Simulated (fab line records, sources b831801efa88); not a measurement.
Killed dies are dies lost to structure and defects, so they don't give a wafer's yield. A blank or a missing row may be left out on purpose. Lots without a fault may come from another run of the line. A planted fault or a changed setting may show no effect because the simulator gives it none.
fab line records | flow gf180mcu
record lots=5 wafers=15 last_day=34
route steps=602 shown V5@541
lots that met no fault: from a run of the same line without faults
start_h: hours from the record's first day to the start of the lot's first wafer shown | wait_h: hours since the lot's step before | " the same as in the row above | L1.1+2: a row that stands for several wafers | - no value, or no start given | * or withheld: withheld | < > ~ a bound
route shown NAME@n: a module of which the file shows steps, and the number in the route of the first | usual: mean/standard deviation of fault-free wafers | same: alike in all rows | chamber/n: place in a boat | sites: the reading at each site | _std_site: their standard deviation | _edge_site: outer sites' mean less inner sites' | radius_mm: how far each site lies from the wafer's centre | mask NAME#n: copy n | behind: the tool/chamber that last shaped the wafer | hold: why the lot was held/for how many hours/how that ended | device: the transistor (n, p or np) that didn't switch | end of line: the same wafers' tests at the end of the route | a step without rows: its recipe alone | killed: dies lost to structure and defects at the first sort, not the wafer's yield | map: a wafer's dies, x killed, . not, _ none there
set.NAME: the setting as run; set.NAME@STEP: as run at that earlier step | model.NAME: the simulator's own value behind a step, which no gauge read
lots at some steps of the route; a table a step, a row a wafer
services: from which hour (start_h, from the record's first day; less than 0 if before it) a tool's chamber was out of use, for how many hours, and why
## steps
# step GF_V5_THK_MEAS_01
# recipe reads=SiO2_of_V5_CVD_00
# usual V5_CVD_00_THK=300.1/2.9
# columns lot.wafer tool chamber start_h wait_h V5_CVD_00_THK[nm]
L076.2 film_metro-02 - 624.85 0.0 298.4
L076.3 " - " " 296.8
L076.5 " - " " 296.2
L078.1 film_metro-03 - 648.66 0.0 294.4
L078.2 " - " " 296.6
L078.4 " - " " 296.1
L080.2 film_metro-01 - 659.15 0.0 299.8
L080.3 " - " " 302.3
L080.4 " - " " 297.4
L091.2 film_metro-03 - 732.73 0.0 301.9
L091.5 " - " " 304.3
L091.6 " - " " 303.3
L095.2 film_metro-03 - 756.21 0.0 298.0
L095.3 " - " " 303.2
L095.5 " - " " 297.1
# step GF_V5_CVD_02
# recipe material=SiO2 target_thk_nm=1450 precursor=TEOS temp_c=400 time_s=163.28 rf_w=600
# usual heater_power_w=600/130
# columns lot.wafer tool chamber start_h wait_h heater_power_w
L076.2 pecvd-01 2 624.90 0.0 458
L076.3 " 1 " " 681
L076.5 " 0 " " 404
L078.1 pecvd-04 2 648.72 0.1 671
L078.2 " 1 " " 500
L078.4 " 1 " " 550
L080.2 pecvd-01 1 659.20 0.0 775
L080.3 " 0 " " 496
L080.4 " 0 " " 405
L091.2 pecvd-01 2 732.78 0.0 509
L091.5 " 1 " " 616
L091.6 " 0 " " 514
L095.2 pecvd-01 1 756.26 0.0 722
L095.3 " 2 " " 536
L095.5 " 2 " " 417
# step GF_V5_THK_MEAS_03
# recipe reads=SiO2_of_V5_CVD_02
# usual V5_CVD_02_THK=1439/19
# columns lot.wafer tool chamber start_h wait_h V5_CVD_02_THK[nm]
L076.2 film_metro-02 - 625.02 0.1 1433
L076.3 " - " " 1444
L076.5 " - " " 1460
L078.1 film_metro-03 - 648.83 0.1 1437
L078.2 " - " " 1424
L078.4 " - " " 1446
L080.2 film_metro-03 - 659.32 0.1 1435
L080.3 " - " " 1438
L080.4 " - " " 1454
L091.2 film_metro-01 - 732.89 0.1 1415
L091.5 " - " " 1428
L091.6 " - " " 1440
L095.2 film_metro-02 - 756.38 0.1 1404
L095.3 " - " " 1410
L095.5 " - " " 1456
# step GF_V5_CMP_04
# recipe material=SiO2 down_force_psi=4 platen_rpm=60 pad_velocity_m_s=0.94248
# usual motor_current_A=12.2/1 platen_rpm=60.00/0.039
# columns lot.wafer tool chamber start_h wait_h motor_current_A platen_rpm
L076.3 cmp-02 3 625.11 0.1 13.5 59.99
L076.2 " 0 " " 12.4 60.06
L076.5 " 3 " " 12.5 60.03
L078.1 cmp-01 3 648.89 0.1 10.2 60.00
L078.2 " 1 " " 12.7 59.95
L078.4 " 2 " " 10.2 59.97
L080.4 cmp-02 0 659.37 0.0 12.9 60.03
L080.2 " 1 " " 12.3 60.06
L080.3 " 3 " " 13.3 59.97
L091.2 cmp-01 3 733.31 0.4 11.8 60.05
L091.6 " 0 " " 11.7 60.04
L091.5 " 1 " " 12.3 60.01
L095.2 cmp-02 2 756.43 0.0 12.3 59.99
L095.3 " 3 " " 13.4 59.99
L095.5 " 2 " " 11.5 60.04
# step GF_V5_BOW_MEAS_05
# recipe mode=bow
# usual V5_BOW=135/9.4
# columns lot.wafer tool chamber start_h wait_h V5_BOW[um]
L076.2 film_metro-01 - 625.43 0.2 140
L076.3 " - " " 136
L076.5 " - " " 149
L078.1 film_metro-02 - 649.19 0.2 142
L078.2 " - " " 150
L078.4 " - " " 146
L080.2 film_metro-01 - 659.69 0.2 131
L080.3 " - " " 122
L080.4 " - " " 127
L091.2 film_metro-02 - 733.48 0.1 135
L091.5 " - " " 147
L091.6 " - " " 138
L095.2 film_metro-03 - 756.75 0.3 132
L095.3 " - " " 137
L095.5 " - " " 146
# step GF_V5_DEHYDRATE_06
# recipe temp_c=200 time_s=60
# columns lot.wafer tool chamber start_h wait_h
L076.2+3+5 litho_track-02 0 634.58 9.1
L078.1+2+4 litho_track-03 0 658.27 9.1
L080.2+3+4 litho_track-01 0 669.22 9.5
L091.2+5+6 litho_track-03 0 741.05 7.5
L095.2+3+5 litho_track-03 0 764.60 7.8
# step GF_V5_HMDS_07
# recipe prime_time_s=60 prime_temp_c=120
# usual prime_temp_c=120.00/0.14
# columns lot.wafer tool chamber start_h wait_h prime_temp_c
L076.2 litho_track-02 0 634.73 0.1 120.09
L076.3 " 0 " " 119.83
L076.5 " 0 " " 119.95
L078.1 litho_track-03 0 658.42 0.1 119.90
L078.2 " 0 " " 119.86
L078.4 " 0 " " 119.72
L080.2 litho_track-01 0 669.37 0.1 119.98
L080.3 " 0 " " 120.11
L080.4 " 0 " " 119.99
L091.2 litho_track-03 0 741.20 0.1 120.17
L091.5 " 0 " " 120.25
L091.6 " 0 " " 120.00
L095.2 litho_track-03 0 764.75 0.1 120.02
L095.3 " 0 " " 120.08
L095.5 " 0 " " 119.96
# step GF_V5_COAT_08
# recipe resist=BARC temp_c=withheld time_s=withheld spin_rpm=withheld resist_thk_nm=withheld
# usual dispense_pressure_kPa=50/4.9
# columns lot.wafer tool chamber start_h wait_h dispense_pressure_kPa
L076.2 litho_track-02 0 634.88 0.1 53
L076.3 " 0 " " 53
L076.5 " 0 " " 53
L078.1 litho_track-03 0 658.57 0.1 53
L078.2 " 0 " " 54
L078.4 " 0 " " 53
L080.2 litho_track-01 0 669.52 0.1 43
L080.3 " 0 " " 43
L080.4 " 0 " " 43
L091.2 litho_track-03 0 741.35 0.1 53
L091.5 " 0 " " 54
L091.6 " 0 " " 54
L095.2 litho_track-03 0 764.90 0.1 53
L095.3 " 0 " " 53
L095.5 " 0 " " 53
# step GF_V5_COAT_09
# recipe resist=KrF spin_rpm=withheld resist_thk_nm=1000
# usual dispense_pressure_kPa=50/4.9
# columns lot.wafer tool chamber start_h wait_h dispense_pressure_kPa
L076.2 litho_track-02 0 - - 53
L076.3 " 0 " " 53
L076.5 " 0 " " 53
L078.1 litho_track-03 0 - - 54
L078.2 " 0 " " 54
L078.4 " 0 " " 54
L080.2 litho_track-01 0 - - 43
L080.3 " 0 " " 43
L080.4 " 0 " " 43
L091.2 litho_track-03 0 - - 54
L091.5 " 0 " " 54
L091.6 " 0 " " 54
L095.2 litho_track-03 0 - - 54
L095.3 " 0 " " 54
L095.5 " 0 " " 54
# step GF_V5_SOFTBAKE_10
# recipe temp_c=130 time_s=60 resist=KrF
# columns lot.wafer tool chamber start_h wait_h
L076.2+3+5 litho_track-02 0 - -
L078.1+2+4 litho_track-03 0 - -
L080.2+3+4 litho_track-01 0 - -
L091.2+5+6 litho_track-03 0 - -
L095.2+3+5 litho_track-03 0 - -
# step GF_V5_EXPOSE_11
# recipe mask_id=Via5 target_cd_nm=260 na=0.68 source_shape=conventional sigma_outer=0.6 dose_mj=38
# usual focus_offset_nm=0.1/0.51 reticle_temp_C=22.98/0.11 stage_vel_mm_s=499.97/0.28
# columns lot.wafer tool chamber start_h wait_h mask focus_offset_nm reticle_temp_C stage_vel_mm_s
L076.2 krf_scanner-01 0 - - Via5#0 0.2 22.90 500.30
L076.3 " 0 " " Via5#0 -0.4 22.93 499.73
L076.5 " 0 " " Via5#0 1.2 22.72 499.88
L078.1 krf_scanner-02 0 - - Via5#0 0.3 22.90 499.91
L078.2 " 0 " " Via5#0 0.8 23.00 500.35
L078.4 " 0 " " Via5#0 -0.1 23.05 500.16
L080.2 krf_scanner-02 0 - - Via5#0 0.0 23.03 500.18
L080.3 " 0 " " Via5#0 -0.5 23.09 500.00
L080.4 " 0 " " Via5#0 0.2 23.00 499.87
L091.2 krf_scanner-01 0 - - Via5#0 0.5 23.01 499.77
L091.5 " 0 " " Via5#0 0.2 22.92 499.96
L091.6 " 0 " " Via5#0 0.8 22.77 499.80
L095.2 krf_scanner-01 0 - - Via5#0 -0.1 23.10 500.00
L095.3 " 0 " " Via5#0 0.6 22.85 500.13
L095.5 " 0 " " Via5#0 -0.5 23.01 500.19
# step GF_V5_PEB_12
# recipe peb_temp_c=135 peb_time_s=90 resist=KrF
# same peb_time_s=90
# columns lot.wafer tool chamber start_h wait_h
L076.2+3+5 litho_track-02 0 - -
L078.1+2+4 litho_track-02 0 - -
L080.2+3+4 litho_track-02 0 - -
L091.2+5+6 litho_track-02 0 - -
L095.2+3+5 litho_track-01 0 - -
# step GF_V5_DEVELOP_13
# recipe develop_time_s=60 resist=KrF dev_temp_c=21
# columns lot.wafer tool chamber start_h wait_h
L076.2+3+5 litho_track-02 0 645.78 0.2
L078.1+2+4 litho_track-02 0 668.50 0.2
L080.2+3+4 litho_track-02 0 679.38 0.2
L091.2+5+6 litho_track-02 0 750.32 0.2
L095.2+3+5 litho_track-01 0 772.97 0.2
## services
# columns tool chamber start_h hours kind
pecvd-01 0 605.12 - clean
pecvd-01 1 605.12 - clean
pecvd-01 2 605.12 - clean
krf_scanner-02 - 607.05 1.3 pm
litho_track-03 - 614.00 - consumable_replace:filter
krf_scanner-01 - 622.16 4.0 pm
pecvd-04 - 626.13 0.3 repair
cmp-02 - 654.64 4.3 pm
krf_scanner-02 - 655.56 1.6 repair
krf_scanner-01 - 658.71 0.8 repair
krf_scanner-02 - 674.68 1.0 pm
krf_scanner-01 - 675.71 0.8 repair
cmp-01 - 687.30 4.8 pm
krf_scanner-01 - 691.62 1.0 pm
pecvd-01 - 700.91 1.4 repair
krf_scanner-01 - 703.75 1.3 pm
cmp-01 - 721.13 12.0 repair
pecvd-04 - 725.53 1.6 repair
krf_scanner-02 - 738.29 3.6 pm
krf_scanner-01 - 743.85 0.8 pm
cmp-02 - 744.23 4.0 pm
cmp-02 - 746.15 1.8 repair
pecvd-01 1 760.06 5.4 repair
krf_scanner-02 - 767.28 21.0 pm
## key
fault none
